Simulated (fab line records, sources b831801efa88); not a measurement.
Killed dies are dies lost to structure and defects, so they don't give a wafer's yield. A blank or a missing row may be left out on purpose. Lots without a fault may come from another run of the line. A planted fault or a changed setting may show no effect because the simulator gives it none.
Which tool did it? | flow gf180mcu | 6 lots, 18 wafers sampled, at 1 step of a route of 602

WHAT THE GAUGES READ, wafer by wafer
GF_M5_OVL_MEAS_08.
lot  | measured     | on         | M5_OVL (nm)
L375 | day 26 03:22 | overlay-02 | -2 9 1
L377 | day 27 00:55 | overlay-02 | 0 2 15
L379 | day 27 17:37 | overlay-02 | 2 8 10
L383 | day 29 05:44 | overlay-02 | 6 5 13
L385 | day 29 21:37 | overlay-02 | 1 1 15
L387 | day 30 12:52 | overlay-01 | 1 4 4

WHICH TOOL RAN EACH LOT (tool, then ch and the chambers of the sampled wafers, then the start)
The record holds no process step before these readings.

THE ANSWER, worked out from the rows above alone
Rule: what is usual is taken from the lots themselves. Put in order of their means at a reading, lots are off if they are a third of the lots or fewer, leave a main group of 4 or more, and stand apart from it by a gap of 3 or more times the standard deviation of the main group's means; of several such gaps the widest counts. A main group whose means are all the same, to the digits that the tables above print for the reading, isn't used. A lot without any number at a reading at which 4 lots or more have one is off too. The other lots that the step has rows for count as sound.
No lot is off at any reading shown: from this, nothing can be told.

WHAT THE SIMULATOR HAD PUT IN
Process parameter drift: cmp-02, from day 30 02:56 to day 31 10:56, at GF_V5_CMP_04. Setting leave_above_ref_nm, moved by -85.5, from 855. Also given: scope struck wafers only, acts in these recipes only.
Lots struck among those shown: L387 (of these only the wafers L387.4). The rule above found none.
